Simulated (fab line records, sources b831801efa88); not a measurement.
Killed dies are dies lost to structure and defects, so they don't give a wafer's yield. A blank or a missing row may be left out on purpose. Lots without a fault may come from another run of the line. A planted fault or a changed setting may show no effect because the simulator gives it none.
Which tool did it? | flow sfq_line | 14 lots, 42 wafers sampled, at 2 steps of a route of 325

WHAT THE GAUGES READ, wafer by wafer
The record holds no reading of a measuring or inspecting step that can be judged against a usual standard deviation.

WHICH TOOL RAN EACH LOT (tool, then ch and the chambers of the sampled wafers, then the start)
lot  | SFQ_TRILAYER_L0_CAP_PECVD_011  | SFQ_TRILAYER_L0_VIA_ETCH_VIA_ETCH_016
L126 | pecvd-01 ch 0,1, day 4 10:23   | rie_diel-01 ch 0,1, day 7 12:32
L127 | pecvd-03 ch 0,1,2, day 4 18:47 | rie_diel-01 ch 0,1,3, day 7 21:55
L130 | pecvd-03 ch 0,1,2, day 5 12:17 | rie_diel-04 ch 0,1,2, day 9 02:38
L132 | pecvd-03 ch 0,2, day 5 23:05   | rie_diel-04 ch 0,1,2, day 9 19:26
L135 | pecvd-03 ch 0,2, day 6 14:32   | rie_diel-03 ch 1,3, day 10 20:34
L139 | pecvd-01 ch 0,1,2, day 7 07:22 | rie_diel-01 ch 0,2,3, day 11 18:10
L141 | pecvd-02 ch 0,1,2, day 7 21:32 | rie_diel-01 ch 0,2,3, day 12 08:41
L143 | pecvd-01 ch 1,2, day 8 09:33   | rie_diel-04 ch 0,1,3, day 13 00:05
L144 | pecvd-01 ch 0,1, day 8 19:03   | rie_diel-04 ch 1,3, day 13 10:40
L145 | pecvd-01 ch 1,2, day 9 02:15   | rie_diel-04 ch 1,2, day 13 19:14
L146 | pecvd-03 ch 1,2, day 9 10:39   | rie_diel-01 ch 1,3, day 13 22:40
L147 | pecvd-02 ch 0,1,2, day 9 16:40 | rie_diel-04 ch 0,1,2, day 14 05:52
L148 | pecvd-01 ch 0,1, day 10 04:35  | rie_diel-04 ch 0,1,3, day 14 21:22
L149 | pecvd-02 ch 1,2, day 10 11:46  | rie_diel-03 ch 0,1,2, day 15 02:10
- SFQ_TRILAYER_L0_CAP_PECVD_011: deposits SiO2 from SiH4/N2O, time 13.333 s, target thk 60 nm.
- SFQ_TRILAYER_L0_VIA_ETCH_VIA_ETCH_016: etches SiO2 in CHF3, stops on MoNx KI, target depth 80 nm.

WHAT THE TOOLS THEMSELVES READ (means of the sampled wafers that have a number; where no wafer has one, the mark that the record gives instead)
SFQ_TRILAYER_L0_CAP_PECVD_011. Usual: heater_power_outer_w 27 W, standard deviation 7.3; heater_power_w 77 W, standard deviation 12; susceptor_temp_C 150.00 C, standard deviation 0.16; throttle_valve_pct 26.4 %, standard deviation 2.7.
lot  | tool     | heater_power_outer_w (W) | heater_power_w (W) | susceptor_temp_C (C) | throttle_valve_pct (%) | flag
L126 | pecvd-01 | 30                       | 88                 | 150.01               | 24.7                   |
L127 | pecvd-03 | 29                       | 76                 | 150.09               | 28.9                   |
L130 | pecvd-03 | 25                       | 72                 | 149.99               | 28.9                   |
L132 | pecvd-03 | 27                       | 77                 | 149.94               | 30.1                   |
L135 | pecvd-03 | 23                       | 72                 | 149.97               | 30.8                   |
L139 | pecvd-01 | 29                       | 84                 | 150.01               | 24.5                   |
L141 | pecvd-02 | 22                       | 66                 | 150.18               | 25.4                   |
L143 | pecvd-01 | 26                       | 75                 | 150.04               | 24.4                   |
L144 | pecvd-01 | 33                       | 91                 | 150.06               | 25.2                   |
L145 | pecvd-01 | 31                       | 83                 | 149.88               | 24.5                   |
L146 | pecvd-03 | 25                       | 66                 | 150.01               | 27.9                   |
L147 | pecvd-02 | 24                       | 72                 | 149.96               | 22.8                   |
L148 | pecvd-01 | 27                       | 89                 | 149.93               | 24.8                   |
L149 | pecvd-02 | 16                       | 61                 | 149.88               | 23.4                   |

SFQ_TRILAYER_L0_VIA_ETCH_VIA_ETCH_016. Usual: bias_w 80.00 W, standard deviation 0.24; drypump_motor_current_A 5.9 A, standard deviation 0.71; oes_product_au 0.840 a.u., standard deviation 0.007.
lot  | tool        | bias_w (W) | drypump_motor_current_A (A) | oes_product_au (a.u.) | flag
L126 | rie_diel-01 | 80.10      | 5.0                         | 0.840                 |
L127 | rie_diel-01 | 79.95      | 5.6                         | 0.834                 |
L130 | rie_diel-04 | 79.93      | 5.4                         | 0.835                 |
L132 | rie_diel-04 | 80.28      | 5.4                         | 0.789                 | OFF
L135 | rie_diel-03 | 79.99      | 6.1                         | 0.754                 | OFF
L139 | rie_diel-01 | 79.92      | 6.3                         | 0.833                 |
L141 | rie_diel-01 | 79.93      | 6.3                         | 0.839                 |
L143 | rie_diel-04 | 79.91      | 5.8                         | 0.836                 |
L144 | rie_diel-04 | 80.14      | 5.7                         | 0.835                 |
L145 | rie_diel-04 | 80.08      | 5.4                         | 0.840                 |
L146 | rie_diel-01 | 80.15      | 5.4                         | 0.837                 |
L147 | rie_diel-04 | 79.96      | 5.4                         | 0.831                 |
L148 | rie_diel-04 | 80.01      | 5.8                         | 0.846                 |
L149 | rie_diel-03 | 80.07      | 6.1                         | 0.843                 |

THE ANSWER, worked out from the rows above alone
Rule: a lot is off if the mean of its wafers that have a number lies more than 3 standard deviations from the usual mean. A lot without any number at a reading at which 4 lots or more have one is off too. The other lots that the step has rows for count as sound. The gauges are gone through in route order, then the tools' own readings, and for those a lot's mean is taken as printed above. The first step at which some lot is off is used, and at that step the reading that is off furthest; a lot without a number counts as furthest.
Off: L132, L135, at SFQ_TRILAYER_L0_VIA_ETCH_VIA_ETCH_016 (oes_product_au).
A tool fits if, at that step or a process step before it, it ran every lot that is off, and no sound lot after the first of them. None of those tried fits.

WHAT THE SIMULATOR HAD PUT IN
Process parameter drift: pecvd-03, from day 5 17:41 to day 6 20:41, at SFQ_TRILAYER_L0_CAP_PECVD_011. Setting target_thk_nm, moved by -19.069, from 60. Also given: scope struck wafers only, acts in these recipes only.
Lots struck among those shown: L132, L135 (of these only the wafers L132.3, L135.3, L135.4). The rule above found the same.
